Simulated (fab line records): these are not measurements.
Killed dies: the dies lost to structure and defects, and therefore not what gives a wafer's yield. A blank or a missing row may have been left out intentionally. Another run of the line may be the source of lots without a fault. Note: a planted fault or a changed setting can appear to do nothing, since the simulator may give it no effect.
Which tool did it? ; flow sky130 ; Sampling: 24 lots, 72 wafers, 2 of 708 route steps

## WHAT EACH GAUGE READ, for each wafer
SKY_VIA2_BOW_MEAS_03. Usual: VIA2_BOW 85 um, standard deviation 6.7.
lot;measured;on;VIA2_BOW (um);flag
L074;day 35 02:29;film-metro-04;91 92 89;
L075;day 35 07:20;film-metro-04;81 86 94;
L076;day 35 21:35;film-metro-02;91 74 79;
L077;day 36 15:29;film-metro-02;87 84 78;
L078;day 36 16:18;film-metro-03;88 87 94;
L080;day 36 22:43;film-metro-03;93 76 86;
L079;day 37 00:26;film-metro-03;74 88 79;
L081;day 37 08:32;film-metro-02;71 81 75;
L082;day 38 07:26;film-metro-03;96 96 92;
L084;day 38 09:16;film-metro-04;84 86 90;
L083;day 38 15:31;film-metro-03;91 88 80;
L085;day 38 22:49;film-metro-04;95 74 92;
L086;day 38 23:56;film-metro-02;91 81 90;
L087;day 39 10:37;film-metro-04;84 100 90;
L088;day 39 16:58;film-metro-04;89 90 97;
L089;day 39 21:16;film-metro-02;89 70 75;
L090;day 40 01:50;film-metro-03;85 85 86;
L091;day 40 13:25;film-metro-02;89 86 88;
L092;day 40 21:01;film-metro-04;95 79 81;
L094;day 41 04:56;film-metro-02;85 90 94;
L095;day 41 12:28;film-metro-02;81 84 90;
L093;day 41 11:46;film-metro-02;93 85 88;
L096;day 41 17:59;film-metro-02;88 89 86;
L097;day 42 00:53;film-metro-02;77 86 83;

## WHICH TOOL RAN EACH LOT (tool, then ch and the chambers of the sampled wafers, then the start)
lot;SKY_VIA1_ETCH_15
L074;rie-diel-04 ch 1,2,3, day 33 20:58
L075;rie-diel-04 ch 1,2,3, day 34 03:08
L076;rie-diel-04 ch 1,2,3, day 34 16:50
L077;rie-diel-03 ch 0,2,3, day 35 09:53
L078;rie-diel-03 ch 0,2, day 35 11:25
L080;rie-diel-04 ch 0,2,3, day 35 17:22
L079;rie-diel-04 ch 0,1,2, day 35 18:49
L081;rie-diel-03 ch 0,1, day 36 03:01
L082;rie-diel-01 ch 1,2,3, day 37 02:20
L084;rie-diel-01 ch 0,1,3, day 37 05:04
L083;rie-diel-04 ch 1,2, day 37 10:20
L085;rie-diel-04 ch 2,3, day 37 18:25
L086;rie-diel-04 ch 0,1,2, day 37 19:28
L087;rie-diel-01 ch 0,2,3, day 38 06:17
L088;rie-diel-01 ch 0,1,2, day 38 13:19
L089;rie-diel-03 ch 0,1,3, day 38 16:55
L090;rie-diel-03 ch 1,2,3, day 38 22:07
L091;rie-diel-01 ch 0,1, day 39 09:25
L092;rie-diel-03 ch 0,1,3, day 39 17:43
L094;rie-diel-04 ch 0,2,3, day 40 01:40
L095;rie-diel-01 ch 0,1,3, day 40 08:40
L093;rie-diel-04 ch 1,3, day 40 08:44
L096;rie-diel-04 ch 0,1,2, day 40 15:04
L097;rie-diel-01 ch 0,3, day 40 22:10
- SKY_VIA1_ETCH_15: etches SiO2 in C4F8/O2/Ar, stops on TiN, target depth 351 nm, time 54 s.

## AS READ BY THE TOOLS THEMSELVES (means over the sampled wafers that have a number; for cases with no such wafer, the mark the record gives instead)
SKY_VIA1_ETCH_15. Usual: chamber-pressure-mTorr 40.00 mTorr, standard deviation 0.033; oes-product-au 0.981 a.u., standard deviation 0.0061.
lot;tool;chamber-pressure-mTorr (mTorr);oes-product-au (a.u.);flag
L074;rie-diel-04;40.02;0.981;
L075;rie-diel-04;40.02;0.983;
L076;rie-diel-04;40.01;0.986;
L077;rie-diel-03;40.04;0.980;
L078;rie-diel-03;39.99;0.977;
L080;rie-diel-04;39.96;0.975;
L079;rie-diel-04;40.01;0.977;
L081;rie-diel-03;39.99;0.975;
L082;rie-diel-01;40.02;0.982;
L084;rie-diel-01;40.02;0.983;
L083;rie-diel-04;39.97;0.983;
L085;rie-diel-04;40.02;0.982;
L086;rie-diel-04;40.00;0.975;
L087;rie-diel-01;39.98;0.977;
L088;rie-diel-01;40.00;0.982;
L089;rie-diel-03;39.98;0.980;
L090;rie-diel-03;39.98;0.979;
L091;rie-diel-01;40.02;0.986;
L092;rie-diel-03;40.01;0.977;
L094;rie-diel-04;39.98;0.982;
L095;rie-diel-01;39.98;0.983;
L093;rie-diel-04;40.02;0.983;
L096;rie-diel-04;40.01;0.975;
L097;rie-diel-01;40.00;0.987;

## THE ANSWER, worked out from the rows above alone
Rule: a lot is off if the mean of its wafers that have a number lies more than 3 standard deviations from the usual mean. Also off: a lot with no number at a reading for which 4 or more lots have one. The other lots that the step has rows for count as sound. First the gauges in route order, then the tools' own readings, where a lot's mean is used as printed above. The first step at which some lot is off is used, and at that step the reading that is off furthest; a lot without a number counts as furthest.
None of the lots is off at any reading shown; this tells nothing.

## WHAT THE SIMULATOR PUT IN
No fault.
